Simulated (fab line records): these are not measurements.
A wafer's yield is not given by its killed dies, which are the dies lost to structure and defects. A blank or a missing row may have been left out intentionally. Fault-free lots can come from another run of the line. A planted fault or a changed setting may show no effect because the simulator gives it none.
The tool behind it: which one? / flow gf180mcu / Sampling: 7 lots, 21 wafers, 4 of 602 route steps

WHAT THE GAUGES SHOWED, per wafer
GF_M2_OVL_MEAS_15.
lot=L122; measured=day 20 22:36; on=overlay-02; M2_OVL (nm)=5 -1 4
lot=L124; measured=day 21 15:28; on=overlay-01; M2_OVL (nm)=-2 0 -1
lot=L126; measured=day 22 07:15; on=overlay-01; M2_OVL (nm)=2 0 2
lot=L129; measured=day 23 09:54; on=overlay-02; M2_OVL (nm)=4 -5 4
lot=L133; measured=day 24 16:38; on=overlay-01; M2_OVL (nm)=-11 4 6
lot=L136; measured=day 25 13:54; on=overlay-01; M2_OVL (nm)=5 -1 -5
lot=L139; measured=day 26 09:11; on=overlay-02; M2_OVL (nm)=1 -5 -2

WHICH TOOL RAN EACH LOT (tool, then ch and the chambers of the sampled wafers, then the start)
lot=L122; GF_M1_SPUTTER_04=pvd sputter-02, day 17 18:07; GF_M1_METAL_ETCH_16=rie metal-02 ch 0,1, day 18 18:25; GF_M2_SPUTTER_00=pvd sputter-01, day 19 22:20
lot=L124; GF_M1_SPUTTER_04=pvd sputter-03, day 18 12:56; GF_M1_METAL_ETCH_16=rie metal-02 ch 0,1, day 19 13:24; GF_M2_SPUTTER_00=pvd sputter-03, day 20 15:56
lot=L126; GF_M1_SPUTTER_04=pvd sputter-04, day 19 04:26; GF_M1_METAL_ETCH_16=rie metal-03 ch 0, day 20 05:03; GF_M2_SPUTTER_00=pvd sputter-03, day 21 07:52
lot=L129; GF_M1_SPUTTER_04=pvd sputter-04, day 20 08:03; GF_M1_METAL_ETCH_16=rie metal-04 ch 0, day 21 08:49; GF_M2_SPUTTER_00=pvd sputter-03, day 22 11:24
lot=L133; GF_M1_SPUTTER_04=pvd sputter-04, day 21 17:46; GF_M1_METAL_ETCH_16=rie metal-03 ch 0,1, day 22 16:40; GF_M2_SPUTTER_00=pvd sputter-03, day 23 18:11
lot=L136; GF_M1_SPUTTER_04=pvd sputter-03, day 22 16:46; GF_M1_METAL_ETCH_16=rie metal-04 ch 0,1, day 23 15:19; GF_M2_SPUTTER_00=pvd sputter-04, day 24 15:53
lot=L139; GF_M1_SPUTTER_04=pvd sputter-02, day 23 13:35; GF_M1_METAL_ETCH_16=rie metal-04 ch 0,1, day 24 12:10; GF_M2_SPUTTER_00=pvd sputter-04, day 25 12:35
- GF_M1_SPUTTER_04: material TiN, target thk 50 nm, time 41.7 s.
- GF_M1_METAL_ETCH_16: etches the open film in Cl2/BCl3, stops on SiO2, target depth 627.5 nm, time 104.6 s.
- GF_M2_SPUTTER_00: material Ti, target thk 37.5 nm, time 150 s.

THE ANSWER, worked out from the rows above alone
Rule: the lots themselves supply what counts as usual. Put in order of their means at a reading, lots are off if they are a third of the lots or fewer, leave a main group of 4 or more, and stand apart from it by a gap of 3 or more times the standard deviation of the main group's means; of several such gaps the widest counts. If all means in a main group match to the digits the tables above print for the reading, that group is not used. A lot without any number at a reading at which 4 lots or more have one is off too. The other lots that the step has rows for count as sound.
Across all readings shown, no lot is off: no conclusion can be drawn from this.

WHAT THE SIMULATOR PUT IN
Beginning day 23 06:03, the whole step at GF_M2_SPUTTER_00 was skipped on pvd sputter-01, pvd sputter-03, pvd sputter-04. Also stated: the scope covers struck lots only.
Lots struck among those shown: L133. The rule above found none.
